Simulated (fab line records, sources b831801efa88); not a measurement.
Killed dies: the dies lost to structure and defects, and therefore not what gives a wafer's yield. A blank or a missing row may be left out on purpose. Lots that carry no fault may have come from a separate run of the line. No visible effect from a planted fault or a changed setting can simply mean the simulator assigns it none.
Split-lot trial	flow sky130	23 wafers read from 5 lots, route of 708 steps

== ABOUT THE SPLIT ==
At SKY_CONTACT_CVD_24 (deposits W, target thk 340 nm, time 102.12 s), the setting pressure torr was moved away from the recipe's 40 Torr on 20 of the 23 wafers read, by -8.0% to +4.3%. All remaining wafers had this setting at the recipe value.

== BETWEEN THE SPLIT AND THE READING: the file shows 1 step in between ==
- SKY_CONTACT_RS_MEAS_25: measures by four-point-probe

== THE READING ==
CONTACT_W_THK, in nm, at SKY_CONTACT_THK_MEAS_26 (measures by xrf). Fault-free wafers of this fab line usually give 339 nm, standard deviation 3.9 nm.

wafer	tool, chamber at the split	pressure torr as run, Torr	against the recipe	CONTACT_W_THK, nm	against lot-mates on the recipe
L074.1	cvd w-02, 1	38.46	-3.8%	329	no lot-mate on the recipe
L074.2	cvd w-02, 0	38.46	-3.8%	333	no lot-mate on the recipe
L074.3	cvd w-02, 1	38.46	-3.8%	332	no lot-mate on the recipe
L074.4	cvd w-02, 0	38.46	-3.8%	330	no lot-mate on the recipe
L074.6	cvd w-02, 0	38.46	-3.8%	330	no lot-mate on the recipe
L078.1	cvd w-02, 0	36.79	-8.0%	323	no lot-mate on the recipe
L078.2	cvd w-02, 1	36.79	-8.0%	320	no lot-mate on the recipe
L078.4	cvd w-02, 1	36.79	-8.0%	324	no lot-mate on the recipe
L078.5	cvd w-02, 0	36.79	-8.0%	325	no lot-mate on the recipe
L078.6	cvd w-02, 1	36.79	-8.0%	323	no lot-mate on the recipe
L081.2	cvd w-02, 1	40	recipe	342	-
L081.3	cvd w-02, 1	40	recipe	340	-
L081.6	cvd w-02, 1	40	recipe	341	-
L083.1	cvd w-02, 0	41.73	+4.3%	344	no lot-mate on the recipe
L083.2	cvd w-02, 1	41.73	+4.3%	343	no lot-mate on the recipe
L083.4	cvd w-02, 1	41.73	+4.3%	344	no lot-mate on the recipe
L083.5	cvd w-02, 0	41.73	+4.3%	341	no lot-mate on the recipe
L083.6	cvd w-02, 1	41.73	+4.3%	341	no lot-mate on the recipe
L085.1	cvd w-02, 1	37.93	-5.2%	330	no lot-mate on the recipe
L085.2	cvd w-02, 0	37.93	-5.2%	331	no lot-mate on the recipe
L085.3	cvd w-02, 0	37.93	-5.2%	329	no lot-mate on the recipe
L085.4	cvd w-02, 1	37.93	-5.2%	331	no lot-mate on the recipe
L085.6	cvd w-02, 1	37.93	-5.2%	331	no lot-mate on the recipe

FIT RESULTS
A straight line over all 23 wafers: CONTACT_W_THK changes by +1.59 nm for each +1% of pressure torr; r = +0.95; the points scatter about the line by 2.3 nm.
Too few moved wafers have a lot-mate on the recipe to fit a line with each lot's own level taken away.

== THE WHOLE CHAIN: every reading that the file lists as answering this split, in the file's order ==
step	what it does	reading	change (the file's fit)	r (the file's)
SKY_CONTACT_CVD_24	deposits W, target thk 340 nm, time 102.12 s	W_of_CONTACT_CVD_24.thk nm (the simulator's own value, which no gauge read)	+1.6 nm for each +1% of the setting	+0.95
SKY_CONTACT_RS_MEAS_25	measures by four-point-probe	CONTACT_W_RS	-0.00159 for each +1% of the setting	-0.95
SKY_CONTACT_THK_MEAS_26	measures by xrf	CONTACT_W_THK	+1.59 for each +1% of the setting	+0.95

== FILE'S OWN FIT ==
CONTACT_W_THK changes by +1.59 nm for each +1% of pressure torr, r = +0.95.
